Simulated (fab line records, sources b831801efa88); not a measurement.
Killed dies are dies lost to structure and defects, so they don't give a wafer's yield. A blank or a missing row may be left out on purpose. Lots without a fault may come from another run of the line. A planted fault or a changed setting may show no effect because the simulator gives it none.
fab line records | flow sky130
record lots=11 wafers=33 last_day=49
route steps=708 shown PWDE@47 NWELL@79 VT_ADJUST_NCORE@129 POLY_GATE@227 LDD_HVN@276 PAD_OPEN@708
lots that met no fault: from a run of the same line without faults
start_h: hours from the record's first day to the start of the lot's first wafer shown | wait_h: hours since the lot's step before | " the same as in the row above | L1.1+2: a row that stands for several wafers | - no value, or no start given | * or withheld: withheld | < > ~ a bound
route shown NAME@n: a module of which the file shows steps, and the number in the route of the first | usual: mean/standard deviation of fault-free wafers | same: alike in all rows | chamber/n: place in a boat | sites: the reading at each site | _std_site: their standard deviation | _edge_site: outer sites' mean less inner sites' | radius_mm: how far each site lies from the wafer's centre | mask NAME#n: copy n | behind: the tool/chamber that last shaped the wafer | hold: why the lot was held/for how many hours/how that ended | device: the transistor (n, p or np) that didn't switch | end of line: the same wafers' tests at the end of the route | a step without rows: its recipe alone | killed: dies lost to structure and defects at the first sort, not the wafer's yield | map: a wafer's dies, x killed, . not, _ none there
set.NAME: the setting as run; set.NAME@STEP: as run at that earlier step | model.NAME: the simulator's own value behind a step, which no gauge read
steps of the route over a sample of lots; a table a step, a row a wafer
services: from which hour (start_h, from the record's first day; less than 0 if before it) a tool's chamber was out of use, for how many hours, and why
## steps
# step SKY_PWDE_COAT_02
# recipe spin_rpm=2000 resist_thk_nm=3000
# columns lot.wafer tool chamber start_h wait_h
L181.2+3+5 litho_track-01 0 78.24 0.1
L182.1+4+6 litho_track-02 0 83.99 0.1
L183.2+4+6 litho_track-02 0 88.41 0.1
L185.1+2+3 litho_track-01 0 99.42 0.1
L188.2+5+6 litho_track-01 0 116.19 0.1
L192.3+5+6 litho_track-01 0 136.22 0.1
L194.2+3+5 litho_track-02 0 146.71 0.1
L195.3+4+6 litho_track-04 0 153.33 0.1
L196.2+4+6 litho_track-04 0 159.80 0.1
L197.2+3+4 litho_track-04 0 166.75 0.1
L198.1+3+5 litho_track-04 0 170.68 0.1
# step SKY_PWDE_STRIP_09
# recipe chemistry=O2/N2 power_w=1400 pressure_mtorr=1500 platen_temp_c=withheld o2_flow_sccm=3000 n2_flow_sccm=300 overash_fraction=0.5
# usual drypump_motor_current_A=5.7/0.47 oes_product_au=0.723/0.0047 strip_time_to_endpoint_s=36.93/0.089
# columns lot.wafer tool chamber start_h wait_h drypump_motor_current_A oes_product_au rf_hours_counter_h strip_time_to_endpoint_s
L181.2 plasma_asher-01 1 87.95 0.1 5.6 0.716 39 36.86
L181.3 " 0 " " 5.1 0.726 - 36.94
L181.5 " 1 " " 5.6 0.730 - 36.99
L182.1 plasma_asher-02 0 92.87 0.1 6.4 0.728 27 36.95
L182.4 " 1 " " 5.8 0.722 - 36.99
L182.6 " 1 " " 5.8 0.723 - 37.04
L183.2 plasma_asher-01 1 97.21 0.1 5.6 0.726 40 37.11
L183.4 " 1 " " 5.6 0.720 - 36.81
L183.6 " 1 " " 5.6 0.727 - 37.02
L185.1 plasma_asher-02 1 108.26 0.1 5.8 0.726 29 36.89
L185.2 " 0 " " 6.4 0.718 29 36.90
L185.3 " 0 " " 6.4 0.726 - 36.78
L188.2 plasma_asher-01 0 125.71 0.1 5.1 0.424 0 4.36
L188.5 " 1 " " 5.6 0.412 - 4.37
L188.6 " 0 " " 5.1 0.416 - 4.38
L192.3 plasma_asher-01 0 146.50 0.1 5.0 0.417 - 4.35
L192.5 " 1 " " 5.6 0.411 - 4.34
L192.6 " 0 " " 5.0 0.421 - 4.36
L194.2 plasma_asher-01 0 156.81 0.1 5.0 0.721 4 36.97
L194.3 " 0 " " 5.0 0.720 - 37.04
L194.5 " 1 " " 5.6 0.721 - 37.06
L195.3 plasma_asher-01 0 163.90 0.1 5.0 0.731 - 37.01
L195.4 " 1 " " 5.7 0.727 - 36.90
L195.6 " 1 " " 5.7 0.726 - 36.86
L196.2 plasma_asher-03 1 170.56 0.1 5.4 0.712 49 36.90
L196.4 " 0 " " 6.2 0.727 - 36.94
L196.6 " 0 " " 6.2 0.715 - 36.89
L197.2 plasma_asher-01 1 177.25 0.1 5.6 0.729 6 36.84
L197.3 " 1 " " 5.6 0.718 - 36.77
L197.4 " 0 " " 5.1 0.718 - 36.82
L198.1 plasma_asher-01 0 181.31 0.1 5.1 0.727 6 36.95
L198.3 " 1 " " 5.6 0.720 - 36.86
L198.5 " 0 " " 5.1 0.730 - 36.88
# step SKY_NWELL_TW_MEAS_26
# usual NWELL_2_TW=496.6/2.4
# columns lot.wafer tool chamber start_h wait_h NWELL_2_TW
L181.2 film_metro-03 - 123.57 0.1 498.6
L181.3 " - " " 497.6
L181.5 " - " " 497.3
L182.1 film_metro-03 - 129.91 0.1 492.0
L182.4 " - " " 495.4
L182.6 " - " " 495.6
L183.2 film_metro-01 - 134.63 0.1 495.8
L183.4 " - " " 497.7
L183.6 " - " " 498.9
L185.1 film_metro-03 - 146.91 0.1 494.6
L185.2 " - " " 493.7
L185.3 " - " " 497.0
L188.2 film_metro-03 - 164.72 0.1 545.4
L188.5 " - " " 545.1
L188.6 " - " " 544.7
L192.3 film_metro-01 - 187.23 0.1 550.6
L192.5 " - " " 552.1
L192.6 " - " " 547.4
L194.2 film_metro-02 - 198.53 0.1 491.6
L194.3 " - " " 496.9
L194.5 " - " " 494.6
L195.3 film_metro-03 - 206.53 0.1 491.5
L195.4 " - " " 495.1
L195.6 " - " " 495.8
L196.2 film_metro-01 - 213.68 0.1 494.2
L196.4 " - " " 495.4
L196.6 " - " " 494.6
L197.2 film_metro-03 - 221.82 0.1 496.4
L197.3 " - " " 497.2
L197.4 " - " " 495.2
L198.1 film_metro-03 - 225.56 0.1 495.1
L198.3 " - " " 494.6
L198.5 " - " " 495.0
# step SKY_VT_ADJUST_NCORE_STRIP_10
# recipe chemistry=O2/N2 power_w=1400 pressure_mtorr=1500 platen_temp_c=withheld o2_flow_sccm=3000 n2_flow_sccm=300 overash_fraction=0.5
# usual drypump_motor_current_A=5.7/0.47 oes_product_au=0.715/0.0043 strip_time_to_endpoint_s=14.19/0.04
# columns lot.wafer tool chamber start_h wait_h drypump_motor_current_A oes_product_au rf_hours_counter_h strip_time_to_endpoint_s
L181.2 plasma_asher-01 1 205.58 0.1 5.7 0.710 9 14.17
L181.3 " 0 " " 5.1 0.711 - 14.17
L181.5 " 1 " " 5.6 0.712 - 14.15
L182.1 plasma_asher-01 0 212.53 0.1 5.1 0.720 9 14.11
L182.4 " 1 " " 5.6 0.715 - 14.13
L182.6 " 0 " " 5.1 0.711 - 14.15
L183.2 plasma_asher-02 1 218.37 0.1 5.8 0.706 38 14.23
L183.4 " 0 " " 6.4 0.714 - 14.24
L183.6 " 0 " " 6.4 0.721 - 14.24
L185.1 plasma_asher-03 0 233.42 0.1 6.3 0.721 56 14.16
L185.2 " 1 " " 5.4 0.715 56 14.17
L185.3 " 1 " " 5.4 0.718 - 14.17
L188.2 plasma_asher-01 0 254.04 0.1 5.0 0.714 14 14.16
L188.5 " 0 " " 5.0 0.712 - 14.19
L188.6 " 1 " " 5.6 0.718 - 14.17
L192.3 plasma_asher-01 1 279.62 0.1 5.6 0.711 - 14.17
L192.5 " 0 " " 5.1 0.710 - 14.17
L192.6 " 1 " " 5.6 0.717 - 14.22
L194.2 plasma_asher-03 0 293.08 0.1 6.3 0.720 60 14.28
L194.3 " 1 " " 5.4 0.715 - 14.28
L194.5 " 1 " " 5.5 0.716 - 14.25
L195.3 plasma_asher-02 1 301.37 0.1 5.7 0.708 - 14.12
L195.4 " 0 " " 6.4 0.718 - 14.18
L195.6 " 0 " " 6.4 0.721 - 14.19
L196.2 plasma_asher-03 0 310.13 0.1 6.3 0.711 62 14.29
L196.4 " 0 " " 6.3 0.716 - 14.22
L196.6 " 0 " " 6.3 0.715 - 14.25
L197.2 plasma_asher-01 0 318.68 0.1 5.1 0.719 20 14.19
L197.3 " 0 " " 5.0 0.714 - 14.15
L197.4 " 1 " " 5.6 0.721 - 14.20
L198.1 plasma_asher-02 1 324.83 0.1 5.7 0.712 49 14.19
L198.3 " 0 " " 6.4 0.717 - 14.19
L198.5 " 0 " " 6.4 0.716 - 14.20
# step SKY_POLY_GATE_CD_MEAS_13
# recipe target_cd_nm=150
# usual cd_nm=150.0/1.3
# columns lot.wafer tool chamber start_h wait_h cd_nm
L181.2 cd_sem-02 - 399.99 - 148.9
L181.3 " - " " 148.1
L181.5 " - " " 149.4
L182.1 cd_sem-02 - 409.58 - 152.1
L182.4 " - " " 151.7
L182.6 " - " " 151.9
L183.2 cd_sem-01 - 412.65 - 149.1
L183.4 " - " " 148.7
L183.6 " - " " 150.1
L185.1 cd_sem-01 - 436.82 - 152.7
L185.2 " - " " 151.6
L185.3 " - " " 151.5
L188.2 cd_sem-01 - 462.29 - 149.6
L188.5 " - " " 151.6
L188.6 " - " " 150.3
L192.3 cd_sem-02 - 490.82 - 149.2
L192.5 " - " " 148.6
L192.6 " - " " 147.2
L194.2 cd_sem-02 - 506.15 - 148.4
L194.3 " - " " 149.3
L194.5 " - " " 147.4
L195.3 cd_sem-01 - 520.97 - 149.1
L195.4 " - " " 150.1
L195.6 " - " " 151.3
L196.2 cd_sem-01 - 528.29 - 149.8
L196.4 " - " " 148.9
L196.6 " - " " 147.7
L197.2 cd_sem-02 - 539.25 - 149.0
L197.3 " - " " 149.9
L197.4 " - " " 149.2
L198.1 cd_sem-02 - 546.90 - 150.1
L198.3 " - " " 150.6
L198.5 " - " " 148.9
# step SKY_LDD_HVN_STRIP_09
# recipe chemistry=O2/N2 power_w=1400 pressure_mtorr=1500 platen_temp_c=withheld o2_flow_sccm=3000 n2_flow_sccm=300 overash_fraction=0.5
# usual drypump_motor_current_A=5.9/0.37 oes_product_au=0.409/0.0047 strip_time_to_endpoint_s=4.134/0.016
# columns lot.wafer tool chamber start_h wait_h drypump_motor_current_A oes_product_au rf_hours_counter_h strip_time_to_endpoint_s
L181.2 plasma_asher-04 1 497.00 0.1 5.8 0.405 7 4.153
L181.3 " 0 " " 5.5 0.416 - 4.141
L181.5 " 0 " " 5.5 0.405 - 4.152
L182.1 plasma_asher-03 1 506.91 0.1 5.4 0.414 82 4.146
L182.4 " 1 " " 5.4 0.414 - 4.160
L182.6 " 1 " " 5.4 0.406 - 4.134
L183.2 plasma_asher-02 0 510.60 0.1 6.4 0.405 66 4.145
L183.4 " 0 " " 6.5 0.411 - 4.146
L183.6 " 0 " " 6.4 0.405 - 4.117
L185.1 plasma_asher-02 0 531.90 0.1 6.4 0.406 68 4.124
L185.2 " 1 " " 5.8 0.411 68 4.128
L185.3 " 1 " " 5.8 0.402 - 4.113
L188.2 plasma_asher-02 1 558.87 0.1 5.7 0.408 70 4.128
L188.5 " 1 " " 5.7 0.409 - 4.142
L188.6 " 0 " " 6.5 0.402 - 4.137
L192.3 plasma_asher-03 0 584.09 0.1 6.2 0.409 - 4.141
L192.5 " 1 " " 5.4 0.422 - 4.134
L192.6 " 0 " " 6.2 0.412 - 4.152
L194.2 plasma_asher-04 1 599.50 0.1 5.8 0.409 18 4.133
L194.3 " 1 " " 5.8 0.405 - 4.134
L194.5 " 0 " " 5.5 0.412 - 4.144
L195.3 plasma_asher-02 0 614.52 0.1 6.4 0.415 - 4.140
L195.4 " 1 " " 5.8 0.409 - 4.124
L195.6 " 1 " " 5.8 0.401 - 4.127
L196.2 plasma_asher-04 0 620.81 0.1 5.4 0.410 21 4.123
L196.4 " 0 " " 5.5 0.407 - 4.131
L196.6 " 1 " " 5.8 0.414 - 4.120
L197.2 plasma_asher-02 1 631.50 0.1 5.8 0.408 79 4.155
L197.3 " 0 " " 6.5 0.408 - 4.147
L197.4 " 1 " " 5.8 0.413 - 4.123
L198.1 plasma_asher-02 1 636.90 0.1 5.8 0.416 79 4.117
L198.3 " 0 " " 6.4 0.406 - 4.142
L198.5 " 1 " " 5.8 0.414 - 4.140
# step SKY_PAD_OPEN_PROBE_99
# usual killed_at_M0_to_M3=44/7 killed_at_M4_up=3.0/1.8 killed_at_contacts=24/4.9 killed_at_front_end=15/5 killed_at_other=0.2/0.53 killed_dies=87/8.7 killed_on_rim=17/4 killed_open=48/6.8 killed_short=39/5.7
# same gross_dies=492 killed_at_back_side=0
# columns lot.wafer tool chamber start_h wait_h killed_at_M0_to_M3 killed_at_M4_up killed_at_contacts killed_at_front_end killed_at_other killed_dies killed_on_rim killed_open killed_short
L188.2 prober-01 - 1136.45 0.1 39 8 36 409 0 492 96 54 46
L188.5 prober-01 - 1136.60 0.2 37 5 20 430 0 492 96 47 43
L188.6 prober-01 - 1136.65 0.2 38 1 25 428 0 492 96 46 33
L192.3 prober-01 - 1154.99 0.2 51 4 27 410 0 492 96 48 42
L192.5 prober-01 - 1155.09 0.2 53 1 19 419 0 492 96 42 43
L192.6 prober-01 - 1155.14 0.2 43 5 23 421 0 492 96 49 42
# killed by level:class
L188.2 PWDE:area_expose=392 LI_CONTACT:geometric_particle:open=12 CONTACT:geometric_particle:open=11 VIA1:geometric_particle:open=9 FIELD_ISO:geometric_particle:open=7 CONTACT:geometric_particle:short=6 FIELD_ISO:geometric_particle:short=5 METAL2:geometric_particle:short=5
L188.5 PWDE:area_expose=402 VIA1:geometric_particle:open=11 CONTACT:geometric_particle:open=10 FIELD_ISO:geometric_particle:short=7 FIELD_ISO:geometric_particle:open=6 METAL1:geometric_particle:short=6 VIA2:geometric_particle:open=6 POLY_GATE:geometric_particle:short=4
L188.6 PWDE:area_expose=413 LI_CONTACT:geometric_particle:open=8 VIA3:geometric_particle:open=7 CONTACT:geometric_particle:short=7 CONTACT:geometric_particle:open=7 VIA1:geometric_particle:open=7 FIELD_ISO:geometric_particle:short=5 VIA2:geometric_particle:open=5
L192.3 PWDE:area_expose=402 CONTACT:geometric_particle:open=12 VIA1:geometric_particle:open=9 METAL2:geometric_particle:short=9 METAL1:geometric_particle:short=8 LI_CONTACT:geometric_particle:open=7 VIA2:geometric_particle:open=5 CONTACT:geometric_particle:short=4
L192.5 PWDE:area_expose=407 VIA1:geometric_particle:open=12 VIA1:geometric_particle:short=8 CONTACT:geometric_particle:open=6 METAL2:geometric_particle:short=6 VIA3:geometric_particle:open=6 LOCAL_INTERCONNECT:geometric_particle:short=5 VIA2:geometric_particle:open=5
L192.6 PWDE:area_expose=401 VIA1:geometric_particle:open=12 POLY_GATE:geometric_particle:short=9 CONTACT:geometric_particle:open=8 VIA3:geometric_particle:open=8 VIA1:geometric_particle:short=6 LI_CONTACT:geometric_particle:open=6 VIA2:geometric_particle:open=6
## services
# columns tool chamber start_h hours kind
plasma_asher-01 - 108.75 9.0 pm
plasma_asher-01 0 108.75 9.0 vent_cycle
plasma_asher-01 1 108.75 9.0 vent_cycle
plasma_asher-01 0 117.75 - clean
plasma_asher-01 1 117.75 - clean
plasma_asher-01 - 121.61 2.8 pm
plasma_asher-01 - 124.45 1.0 repair
plasma_asher-02 - 172.60 19.1 repair
plasma_asher-02 - 186.30 5.3 repair
plasma_asher-01 - 272.70 4.0 repair
plasma_asher-03 - 281.48 10.5 repair
plasma_asher-02 - 296.30 1.1 repair
plasma_asher-04 - 421.25 9.0 pm
plasma_asher-04 0 421.25 9.0 vent_cycle
plasma_asher-04 1 421.25 9.0 vent_cycle
plasma_asher-04 0 430.25 - clean
plasma_asher-04 1 430.25 - clean
plasma_asher-01 - 464.44 0.6 repair
plasma_asher-02 - 490.29 15.6 pm
plasma_asher-02 - 519.09 1.8 repair
plasma_asher-01 - 560.41 15.6 pm
plasma_asher-01 - 604.06 14.6 pm
plasma_asher-04 - 629.81 3.6 repair
## key
first_sign step=SKY_PWDE_STRIP_09 reading=strip_time_to_endpoint_s direction=down sigmas=99+ usual=* struck=*
effect step=SKY_PWDE_STRIP_09 reading=oes_product_au direction=down sigmas=65 usual=0.723 struck=0.417
effect step=SKY_NWELL_TW_MEAS_26 reading=NWELL_2_TW direction=up sigmas=22 usual=496.6 struck=547.6
effect step=SKY_PAD_OPEN_PROBE_99 reading=killed_at_front_end direction=up sigmas=81 usual=15 struck=420
more_kills_born_at SKY_PWDE_EXPOSE_04@iline_stepper-02=2417
met_at SKY_PWDE_COAT_02
struck_lots L188,L192
tester_left_out L188,L192
not_acting_at SKY_VT_ADJUST_NCORE_STRIP_10,SKY_POLY_GATE_CD_MEAS_13,SKY_LDD_HVN_STRIP_09
onset_between 99.42 116.19
fault kind=process_parameter_drift tool=litho_track-01 chamber=- onset_h=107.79 steps=SKY_PWDE_COAT_02 channel=resist_thk_nm offset=-2700 shape=step end_h=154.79 acts_in=these_recipes_only stated=3000
# tester_left_out: of these lots the tester's yield and bins aren't shown, on N5 and GAA mostly nor the transistor test; their killed dies are dies lost to structure and defects alone, not to doping, threshold or leakage, so they don't give the yield
